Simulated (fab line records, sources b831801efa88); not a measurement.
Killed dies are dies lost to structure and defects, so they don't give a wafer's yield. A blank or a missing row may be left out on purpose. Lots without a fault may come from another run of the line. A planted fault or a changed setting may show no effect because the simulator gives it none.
Chamber matching | flow sky130 | SKY_PAD_OPEN_ETCH_07 on rie_diel-01: 4 sister chambers
The step etches the open film in CF4/O2, stops on AlCu, target depth 725 nm, time 156.8 s. 20 wafers are shown with their chamber, then 10 later ones without.

WAFERS WITH THEIR CHAMBER
wafer  | chamber | drypump_motor_current_A (A) | oes_product_au (a.u.) | throttle_valve_pct (%)
L074.1 | 0       | 5.9                         | 0.989                 | 5.961
L074.2 | 3       | 5.8                         | 0.969                 | 5.972
L074.4 | 1       | 5.3                         | 0.999                 | 5.974
L077.1 | 0       | 5.9                         | 0.993                 | 5.960
L077.2 | 3       | 5.8                         | 0.983                 | 5.954
L077.3 | 2       | 5.3                         | 0.984                 | 5.969
L077.4 | 2       | 5.3                         | 0.998                 | 5.971
L077.5 | 3       | 5.8                         | 0.983                 | 5.981
L077.6 | 0       | 5.9                         | 1.002                 | 5.977
L078.1 | 2       | 5.3                         | 0.976                 | 5.974
L078.4 | 0       | 5.9                         | 0.982                 | 5.966
L078.6 | 2       | 5.4                         | 0.986                 | 5.958
L083.1 | 1       | 5.4                         | 0.983                 | 5.970
L083.2 | 2       | 5.3                         | 0.977                 | 5.962
L083.5 | 1       | 5.4                         | 0.995                 | 5.983
L087.2 | 2       | 5.3                         | 0.976                 | 5.947
L087.3 | 1       | 5.3                         | 0.983                 | 5.974
L087.5 | 1       | 5.3                         | 0.985                 | 5.954
L089.1 | 2       | 5.3                         | 0.991                 | 5.952
L089.5 | 0       | 5.9                         | 1.000                 | 5.985

SIGNATURES (means of the wafers above)
reading                 | chamber 0 | chamber 1 | chamber 2 | chamber 3 | scatter within a chamber
drypump_motor_current_A | 5.900     | 5.340     | 5.314     | 5.800     | 0.0359
oes_product_au          | 0.99320   | 0.98900   | 0.98400   | 0.97833   | 0.00809
throttle_valve_pct      | 5.96980   | 5.97100   | 5.96186   | 5.96900   | 0.0109
Rule: a wafer's distance from a chamber is the root of the sum, over the readings, of the square of ((its reading less the chamber's mean) divided by the reading's scatter). The wafer belongs to the nearest chamber; if the next one is less than 2 further off, it can't be placed. The scatter: the root of (the sum of the squares of (reading less its chamber's mean) over the shown wafers, divided by (wafers less chambers)).

WAFERS WITHOUT THEIR CHAMBER
wafer  | drypump_motor_current_A (A) | oes_product_au (a.u.) | throttle_valve_pct (%)
L089.6 | 5.3                         | 0.980                 | 5.967
L094.1 | 5.3                         | 0.978                 | 5.971
L094.3 | 5.8                         | 0.973                 | 5.964
L094.5 | 5.3                         | 0.991                 | 5.974
L096.2 | 5.9                         | 0.993                 | 5.995
L096.4 | 5.3                         | 0.997                 | 5.972
L096.5 | 5.8                         | 0.989                 | 5.962
L095.3 | 5.9                         | 0.991                 | 5.969
L095.4 | 5.3                         | 0.991                 | 5.965
L095.5 | 5.8                         | 0.993                 | 5.975

WHICH CHAMBER EACH WENT THROUGH
wafer  | from the rows above     | in truth
L089.6 | can't be placed: 2 or 1 | 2
L094.1 | can't be placed: 2 or 1 | 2
L094.3 | 3                       | 3
L094.5 | can't be placed: 1 or 2 | 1
L096.2 | can't be placed: 0 or 3 | 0
L096.4 | can't be placed: 1 or 2 | 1
L096.5 | can't be placed: 3 or 0 | 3
L095.3 | 0                       | 0
L095.4 | can't be placed: 2 or 1 | 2
L095.5 | can't be placed: 3 or 0 | 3
Placed correctly: 2 of 10. Can't be placed from these rows: 8 (the true chamber is among the candidates in 8). Placed wrongly: 0.
